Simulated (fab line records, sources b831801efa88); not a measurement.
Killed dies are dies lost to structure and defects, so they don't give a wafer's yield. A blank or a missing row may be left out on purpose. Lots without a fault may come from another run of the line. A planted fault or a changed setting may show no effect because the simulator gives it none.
A struck lot beside a sound one | flow sfq_line | 21 steps out of a route of 325
Sound: wafers L619.1, L619.5, L619.6. Struck: wafers L625.3, L625.4, L625.6. The cause comes at the end.
At each step with rows: each side's tool, then ch and its chambers, then its first start. Under that, the readings that differ: sound wafers | struck wafers | difference of the means | sigmas: that difference in standard deviations of wafers without a fault.
alike: readings whose means differ by less than 2 such deviations, and words and numbers that are the same on both sides. not compared: withheld readings, readings that some wafer has no value for, bounds like >300 that may hide the same value, and numbers for which the record gives no deviation and whose values overlap.
The two part at a step that has a row with sigmas, a row that says differs or no value, or rows on one side only. Numbers that don't overlap but have no deviation are shown without sigmas and don't part them. A reading that every wafer of one side lacks parts them only if that side has two wafers or more.

first, 1 step without rows for these wafers: SFQ_TRILAYER_M5_BARC_OPEN_METAL_ETCH_161 (etches BARC in O2, target depth 125 nm, time 41.7 s).
SFQ_TRILAYER_M5_ETCH_METAL_ETCH_126: etches Nb in Cl2/BCl3, stops on SiO2, time 203.2 s, target depth 265 nm.
  sound on rie_metal-01 ch 0,1, day 51 04:50; struck on rie_metal-03 ch 0,1, day 58 17:20
  alike: drypump_motor_current_A, oes_product_au
  not compared: rf_hours_counter_h
SFQ_TRILAYER_M5_STRIP_STRIP_127: strips in O2.
  sound on rie_metal-01 ch 0,1, day 51 05:02; struck on rie_metal-03 ch 0,1, day 58 17:40
  reading               | sound             | struck            | difference | sigmas
  oes_product_au (a.u.) | 0.990 0.981 0.998 | 1.017 0.991 1.008 | +0.016     | +2
  alike: drypump_motor_current_A
  not compared: rf_hours_counter_h
then, 2 steps without rows for these wafers: SFQ_TRILAYER_M5_STRIP_SOLV_CLEAN_128 (cleans in NMP, time 600 s); SFQ_TRILAYER_A5B_DEP_PECVD_129 (deposits SiO2 from SiH4/N2O, time 133.33 s, target thk 600 nm).
SFQ_TRILAYER_A5B_CMP_CMP_130: polishes, stops on Nb, target thk 340.7 nm.
  sound on cmp-01 ch 0,1,3, day 51 18:47; struck on cmp-01 ch 0,1,2, day 58 18:49
  alike: motor_current_A
SFQ_TRILAYER_A5B_METRO_MEASURE_131:
  sound on film_metro-01, day 51 20:17; struck on film_metro-04, day 58 21:43
  alike: thk_nm
then, 3 steps without rows for these wafers: SFQ_TRILAYER_R5_DEP_SPUTTER_132 (material Ti, target thk 5 nm, time 5 s); SFQ_TRILAYER_R5_DEP_SPUTTER_133 (material MoNx, target thk 40 nm, time 66.7 s); SFQ_TRILAYER_R5_DEP_SPUTTER_134 (material Ti, target thk 5 nm, time 5 s).
SFQ_R5_RS_MEAS_933: measures by four-point-probe.
  sound on film_metro-02, day 51 21:35; struck on film_metro-02, day 58 22:39
  alike: R5_MONX_RS
SFQ_R5_THK_MEAS_934: measures by xrf.
  sound on film_metro-02, day 51 21:42; struck on film_metro-02, day 58 22:45
  alike: R5_MONX_THK
SFQ_TRILAYER_R5_LITHO_COAT_141: resist thk 62 nm.
  sound on litho_track-03 ch 0, day 51 21:46; struck on litho_track-03 ch 0, day 58 22:53
  reading                                              | sound             | struck            | difference | sigmas
  model.BARC_of_TRILAYER_R5_LITHO_COAT_141.thk_nm (nm) | 62.12 62.19 62.03 | 64.15 64.22 64.36 | +2.13      |
then, 5 steps without rows for these wafers: SFQ_TRILAYER_R5_LITHO_COAT_136 (resist thk 600 nm); SFQ_TRILAYER_R5_LITHO_SOFTBAKE_140; SFQ_TRILAYER_R5_LITHO_EXPOSE_137 (exposes mask R5, target cd 500 nm); SFQ_TRILAYER_R5_LITHO_PEB_139 (peb time 60 s); SFQ_TRILAYER_R5_LITHO_DEVELOP_138 (time 60 s).
-- the record jumps here: 5 days lie between the struck wafers' starts before and after --
SFQ_R5_OVL_MEAS_935:
  sound on overlay-02, day 57 07:53; struck on overlay-01, day 63 17:46
  alike: R5_OVL
SFQ_TRILAYER_R5_BARC_OPEN_METAL_ETCH_177: etches BARC in O2, target depth 125 nm, time 41.7 s.
  sound on rie_metal-02 ch 0,1, day 57 07:56; struck on rie_metal-04 ch 0,1, day 63 17:48
  reading                  | sound             | struck            | difference | sigmas
  model.etch.depth_nm (nm) | 62.12 62.19 62.03 | 64.15 64.22 64.36 | +2.13      |
  alike: drypump_motor_current_A, oes_product_au
  not compared: rf_hours_counter_h
SFQ_TRILAYER_R5_ETCH_METAL_ETCH_139: etches the open film in Cl2, stops on SiO2, target depth 60 nm, time 40 s.
  sound on rie_metal-02 ch 0,1, day 57 07:59; struck on rie_metal-04 ch 0,1, day 63 17:52
  alike: drypump_motor_current_A, oes_product_au
  not compared: rf_hours_counter_h

WHERE THEY PART
Only at SFQ_TRILAYER_M5_STRIP_STRIP_127, within this record. Later steps at which nothing parts them and some readings are alike: SFQ_TRILAYER_A5B_CMP_CMP_130, SFQ_TRILAYER_A5B_METRO_MEASURE_131, SFQ_R5_RS_MEAS_933, SFQ_R5_THK_MEAS_934, SFQ_R5_OVL_MEAS_935, SFQ_TRILAYER_R5_BARC_OPEN_METAL_ETCH_177, SFQ_TRILAYER_R5_ETCH_METAL_ETCH_139.

WHY: what the simulator had put in
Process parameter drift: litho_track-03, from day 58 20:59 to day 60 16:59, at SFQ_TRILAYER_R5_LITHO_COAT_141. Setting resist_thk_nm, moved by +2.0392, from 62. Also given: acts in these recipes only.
